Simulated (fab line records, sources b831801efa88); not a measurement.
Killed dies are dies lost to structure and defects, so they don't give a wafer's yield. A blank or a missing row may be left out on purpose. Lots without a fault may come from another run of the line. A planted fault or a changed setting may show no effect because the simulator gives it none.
Which tool did it? | flow gf180mcu | 12 lots, 33 wafers sampled, at 5 steps of a route of 602

WHAT THE GAUGES READ, wafer by wafer
GF_PASSIVATION_THK_MEAS_01. Usual: PASSIVATION_CVD_00_THK 998 nm, standard deviation 14.
lot  | measured     | on            | PASSIVATION_CVD_00_THK (nm) | flag
L240 | day 28 03:50 | film_metro-01 | 997 1020                    |
L241 | day 28 12:53 | film_metro-01 | 992 993 1015                |
L243 | day 29 02:34 | film_metro-02 | 991 979 990                 |
L251 | day 31 14:40 | film_metro-03 | 857 872 872                 | OFF
L252 | day 31 19:49 | film_metro-01 | 873 862 891                 | OFF
L253 | day 31 23:46 | film_metro-03 | 1000 1002 994               |
L255 | day 32 09:58 | film_metro-01 | 1008 994 1011               |
L256 | day 32 12:51 | film_metro-02 | 999 989 1010                |
L258 | day 33 02:46 | film_metro-01 | 1001 1006 1015              |
L259 | day 33 08:43 | film_metro-02 | 1003 996 1015               |
L260 | day 33 17:35 | film_metro-01 | 999 1016                    |
L262 | day 34 01:47 | film_metro-01 | 1023 1011                   |

WHICH TOOL RAN EACH LOT (tool, then ch and the chambers of the sampled wafers, then the start)
lot  | GF_V3_CMP_26                  | GF_M4_SPUTTER_00             | GF_V4_SPUTTER_22             | GF_PASSIVATION_CVD_00
L240 | cmp-01 ch 0,1, day 22 10:49   | pvd_sputter-04, day 22 10:58 | pvd_sputter-01, day 24 11:29 | pecvd-02 ch 2, day 28 03:46
L241 | cmp-01 ch 0,2,3, day 22 20:05 | pvd_sputter-04, day 22 20:20 | pvd_sputter-02, day 24 20:05 | pecvd-01 ch 0,1,2, day 28 12:48
L243 | cmp-02 ch 1,2, day 23 13:40   | pvd_sputter-01, day 23 13:58 | pvd_sputter-02, day 25 12:11 | pecvd-04 ch 0,1, day 29 02:29
L251 | cmp-01 ch 0,3, day 26 13:29   | pvd_sputter-04, day 26 13:44 | pvd_sputter-03, day 28 08:44 | pecvd-04 ch 0,2, day 31 14:35
L252 | cmp-01 ch 1,3, day 26 18:34   | pvd_sputter-03, day 26 18:52 | pvd_sputter-01, day 28 13:44 | pecvd-04 ch 1,2, day 31 19:44
L253 | cmp-01 ch 0,3, day 26 21:52   | pvd_sputter-04, day 26 22:07 | pvd_sputter-01, day 28 17:35 | pecvd-02 ch 0,1,2, day 31 23:41
L255 | cmp-02 ch 0,2,3, day 27 11:14 | pvd_sputter-01, day 27 11:32 | pvd_sputter-03, day 29 03:47 | pecvd-02 ch 0,1, day 32 09:53
L256 | cmp-01 ch 1,2, day 27 14:50   | pvd_sputter-04, day 27 15:08 | pvd_sputter-03, day 29 08:54 | pecvd-01 ch 0,2, day 32 12:46
L258 | cmp-01 ch 1,2, day 28 09:13   | pvd_sputter-04, day 28 09:31 | pvd_sputter-03, day 30 01:35 | pecvd-01 ch 0,1,2, day 33 02:41
L259 | cmp-02 ch 0,1,2, day 28 16:19 | pvd_sputter-01, day 28 16:37 | pvd_sputter-01, day 30 08:27 | pecvd-01 ch 0,2, day 33 08:38
L260 | cmp-01 ch 1,3, day 29 00:07   | pvd_sputter-04, day 29 00:25 | pvd_sputter-02, day 30 16:25 | pecvd-02 ch 0,2, day 33 17:31
L262 | cmp-01 ch 3, day 29 11:10     | pvd_sputter-03, day 29 11:25 | pvd_sputter-01, day 31 03:17 | pecvd-02 ch 0,2, day 34 01:41
- GF_V3_CMP_26: polishes, stops on SiO2, t overpolish 15 s, target thk 0 nm.
- GF_M4_SPUTTER_00: material Ti, target thk 37.5 nm, time 150 s.
- GF_V4_SPUTTER_22: material TiN, target thk 10 nm, time 40 s.
- GF_PASSIVATION_CVD_00: deposits SiO2 from TEOS, target thk 1000 nm, time 111.95 s.

WHAT THE TOOLS THEMSELVES READ (means of the sampled wafers that have a number; where no wafer has one, the mark that the record gives instead)
GF_V3_CMP_26. Usual: motor_current_A 11.3 A, standard deviation 1.4; overpolish_run_s 14.999 s, standard deviation 0.0086; slurry_flow_ml_min 150.1, standard deviation 0.55; time_to_endpoint_s 84 s, standard deviation 4.1.
lot  | tool   | motor_current_A (A) | overpolish_run_s (s) | slurry_flow_ml_min | time_to_endpoint_s (s) | flag
L240 | cmp-01 | 11.0                | 14.998               | 150.1              | 81                     |
L241 | cmp-01 | 11.1                | 14.999               | 150.3              | 82                     |
L243 | cmp-02 | 11.9                | 14.999               | 149.8              | 87                     |
L251 | cmp-01 | 10.6                | 15.002               | 150.1              | 83                     |
L252 | cmp-01 | 10.9                | 15.000               | 150.7              | 84                     |
L253 | cmp-01 | 10.0                | 14.995               | 150.5              | 83                     |
L255 | cmp-02 | 12.3                | 14.999               | 149.9              | 92                     |
L256 | cmp-01 | 12.2                | 14.992               | 150.2              | 82                     |
L258 | cmp-01 | 12.0                | 15.004               | 150.0              | 86                     |
L259 | cmp-02 | 11.6                | 14.997               | 150.5              | 88                     |
L260 | cmp-01 | 10.8                | 14.995               | 150.4              | 87                     |
L262 | cmp-01 | 10.7                | 15.001               | 150.2              | 79                     |

GF_M4_SPUTTER_00. Usual: cathode_dc_power_W 4000.0 W, standard deviation 0.77; substrate_temp_c 200.04 C, standard deviation 0.17; throttle_valve_pct 30.2 %, standard deviation 1.3.
lot  | tool           | cathode_dc_power_W (W) | substrate_temp_c (C) | throttle_valve_pct (%) | flag
L240 | pvd_sputter-04 | 4000.4                 | 200.18               | 30.2                   |
L241 | pvd_sputter-04 | 4000.4                 | 200.07               | 31.0                   |
L243 | pvd_sputter-01 | 3999.7                 | 200.04               | 29.9                   |
L251 | pvd_sputter-04 | 3999.7                 | 200.00               | 31.3                   |
L252 | pvd_sputter-03 | 3999.8                 | 200.31               | 29.1                   |
L253 | pvd_sputter-04 | 3999.2                 | 199.81               | 30.2                   |
L255 | pvd_sputter-01 | 4000.2                 | 199.89               | 30.9                   |
L256 | pvd_sputter-04 | 4000.4                 | 200.09               | 30.5                   |
L258 | pvd_sputter-04 | 3999.2                 | 200.04               | 30.4                   |
L259 | pvd_sputter-01 | 3999.9                 | 199.80               | 29.5                   |
L260 | pvd_sputter-04 | 3999.4                 | 199.94               | 30.2                   |
L262 | pvd_sputter-03 | 4000.1                 | 200.19               | 28.8                   |

GF_V4_SPUTTER_22. Usual: cathode_dc_power_W 4000.0 W, standard deviation 0.7; throttle_valve_pct 29.6 %, standard deviation 1.2.
lot  | tool           | cathode_dc_power_W (W) | throttle_valve_pct (%) | flag
L240 | pvd_sputter-01 | 3999.6                 | 30.6                   |
L241 | pvd_sputter-02 | 3999.9                 | 29.2                   |
L243 | pvd_sputter-02 | 3999.8                 | 29.6                   |
L251 | pvd_sputter-03 | 4000.2                 | 30.1                   |
L252 | pvd_sputter-01 | 3999.1                 | 30.7                   |
L253 | pvd_sputter-01 | 3999.5                 | 31.2                   |
L255 | pvd_sputter-03 | 4000.4                 | 29.6                   |
L256 | pvd_sputter-03 | 4000.3                 | 28.8                   |
L258 | pvd_sputter-03 | 4000.0                 | 30.4                   |
L259 | pvd_sputter-01 | 4000.8                 | 28.5                   |
L260 | pvd_sputter-02 | 3999.9                 | 29.5                   |
L262 | pvd_sputter-01 | 4000.6                 | 30.4                   |

GF_PASSIVATION_CVD_00. Usual: heater_power_w 682 W, standard deviation 110.
lot  | tool     | heater_power_w (W) | flag
L240 | pecvd-02 | 856                |
L241 | pecvd-01 | 731                |
L243 | pecvd-04 | 563                |
L251 | pecvd-04 | 620                |
L252 | pecvd-04 | 613                |
L253 | pecvd-02 | 703                |
L255 | pecvd-02 | 604                |
L256 | pecvd-01 | 668                |
L258 | pecvd-01 | 713                |
L259 | pecvd-01 | 664                |
L260 | pecvd-02 | 648                |
L262 | pecvd-02 | 808                |

THE ANSWER, worked out from the rows above alone
Rule: a lot is off if the mean of its wafers that have a number lies more than 3 standard deviations from the usual mean. A lot without any number at a reading at which 4 lots or more have one is off too. The other lots that the step has rows for count as sound. The gauges are gone through in route order, then the tools' own readings, and for those a lot's mean is taken as printed above. The first step at which some lot is off is used, and at that step the reading that is off furthest; a lot without a number counts as furthest.
Off: L251, L252, at GF_PASSIVATION_THK_MEAS_01 (PASSIVATION_CVD_00_THK).
A tool fits if, at a process step before that reading, it ran every lot that is off, and no sound lot after the first of them. The gauges at GF_PASSIVATION_THK_MEAS_01 are tried like those tools. One fits: pecvd-04 at GF_PASSIVATION_CVD_00. Its last sound lot is L243 (day 29 02:29), its first lot that is off L251 (day 31 14:35): a fault that began between those two fits.

WHAT THE SIMULATOR HAD PUT IN
Site profile drift: pecvd-04, from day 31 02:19 on, at GF_PASSIVATION_CVD_00. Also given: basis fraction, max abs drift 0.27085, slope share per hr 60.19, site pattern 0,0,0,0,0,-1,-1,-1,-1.
Lots struck among those shown: L251, L252. The rule above found the same.
